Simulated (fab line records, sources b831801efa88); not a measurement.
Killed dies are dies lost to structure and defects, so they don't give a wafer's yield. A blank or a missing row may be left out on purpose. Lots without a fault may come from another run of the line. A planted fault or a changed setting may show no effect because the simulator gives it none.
Which tool did it? | flow gf180mcu | 7 lots, 20 wafers sampled, at 1 step of a route of 602

WHAT THE GAUGES READ, wafer by wafer
GF_VT_IMPLANT_OVL_MEAS_40.
lot  | measured     | on         | VT_IMPLANT_03_OVL (nm)
L550 | day 8 14:22  | overlay-02 | -1.1 -1.0 -2.2
L552 | day 9 02:41  | overlay-01 | -0.4 0.1 -0.4
L554 | day 10 02:58 | overlay-01 | -1.4 -1.9 -1.8
L556 | day 10 19:14 | overlay-02 | 0.9 -0.3
L565 | day 12 19:16 | overlay-01 | -2.3 -1.5 -0.9
L567 | day 13 11:04 | overlay-02 | 1.7 2.2 1.8
L569 | day 14 02:44 | overlay-01 | -3.8 -0.9 -4.6

WHICH TOOL RAN EACH LOT (tool, then ch and the chambers of the sampled wafers, then the start)
The record holds no process step before these readings.

THE ANSWER, worked out from the rows above alone
Rule: what is usual is taken from the lots themselves. Put in order of their means at a reading, lots are off if they are a third of the lots or fewer, leave a main group of 4 or more, and stand apart from it by a gap of 3 or more times the standard deviation of the main group's means; of several such gaps the widest counts. A main group whose means are all the same, to the digits that the tables above print for the reading, isn't used. A lot without any number at a reading at which 4 lots or more have one is off too. The other lots that the step has rows for count as sound.
No lot is off at any reading shown: from this, nothing can be told.

WHAT THE SIMULATOR HAD PUT IN
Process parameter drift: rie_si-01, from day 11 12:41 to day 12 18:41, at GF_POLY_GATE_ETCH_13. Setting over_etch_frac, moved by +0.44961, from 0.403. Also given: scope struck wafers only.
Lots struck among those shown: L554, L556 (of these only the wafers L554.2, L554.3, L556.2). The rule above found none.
